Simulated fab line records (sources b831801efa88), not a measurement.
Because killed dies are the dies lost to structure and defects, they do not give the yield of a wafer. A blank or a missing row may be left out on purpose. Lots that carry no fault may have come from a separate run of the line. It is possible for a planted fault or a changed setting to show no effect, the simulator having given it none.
Problem report in the 8D (eight disciplines) form, filled by code / flow gf180mcu / the parts of the form that need people (team, actions taken, sign-off) are left out

== 1. WHAT IS WRONG ==
Mean of cathode-dc-power-W at GF_M4_SPUTTER_01: 6135.8 W across 6 wafers in 2 lots; on wafers with no fault it is 6500.1 W (standard deviation 1.1). That is -99 or more standard deviations from the usual mean.
The step: material TiN, target thk 30 nm, time 25 s.
The first sign was on wafer L891.2 at day 24 10:02, on pvd-sputter-04. At this step, 18 wafers from 6 lots have a number in the record. Rule for "out" (also "out of limits"): further than 4 standard deviations from the usual mean. Any other wafer with a number is counted as sound.

== 2. WHAT IT IS, AND WHAT IT ISN'T ==
question=which readings at this step | is=cathode-dc-power-W | is not=throttle-valve-pct
question=which lots | is=L891, L892 | is not=L886, L904, L907, L909
question=which wafers of those lots | is=all that have a number | is not=-
question=read on which tools | is=pvd-sputter-04 | is not=pvd-sputter-03
question=when | is=from day 24 10:02 | is not=up to then (3 sound wafers); but 9 sound wafers of L904, L907, L909 came after

== 3. WHAT RULES OUT EACH SUSPECT ==
Counting: a tool stays on the suspect list if, at a process step up to the reading, it processed all lots that are out and no sound lot following the first of them.
- pvd-sputter-01 at GF_V3_SPUTTER_22 (material TiN, target thk 10 nm, time 40 s): ruled out as a lasting fault. Sound lots L904, L907 ran on it after its first lot that is out, L891 (day 24 09:18).
- pvd-sputter-04 at GF_M4_SPUTTER_00 (material Ti, target thk 37.5 nm, time 150 s): ruled out as a lasting fault. Sound lots L909 ran on it after its first lot that is out, L891 (day 24 09:56).
- pvd-sputter-04 at GF_M4_SPUTTER_01 (material TiN, target thk 30 nm, time 25 s): ruled out as a lasting fault. Sound lots L909 ran on it after its first lot that is out, L891 (day 24 10:02).
Left after counting: nothing in the record.

== 4. THE CAUSE (what the simulator had put in) ==
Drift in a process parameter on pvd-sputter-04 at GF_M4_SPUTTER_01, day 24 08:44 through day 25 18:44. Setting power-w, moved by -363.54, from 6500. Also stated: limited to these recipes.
Counting ruled it out, wrongly.

== 5. THE CHAIN OF EFFECTS, in route order ==
Each row: a reading where the mean over the struck wafers with a number is more than 3 standard deviations away from the usual. Only readings whose record carries a usual standard deviation are examined. hours: median over the lots of the time between each lot's start at the first step of this table that gives one and its start at this step. sigmas: the change, counted in usual standard deviations.
hours=0; step=GF_M4_SPUTTER_01; reading=cathode-dc-power-W; usual=6500.1 W; on struck wafers=6135.8; change=-364.3; sigmas=-99 or more
It contains these process steps:
- GF_M4_SPUTTER_01: material TiN, target thk 30 nm, time 25 s.

== 6. HOW IT WOULD HAVE BEEN CAUGHT EARLIER ==
In this record the first reading out of limits was taken at day 24 10:02, 1 hour after the fault began at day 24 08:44.
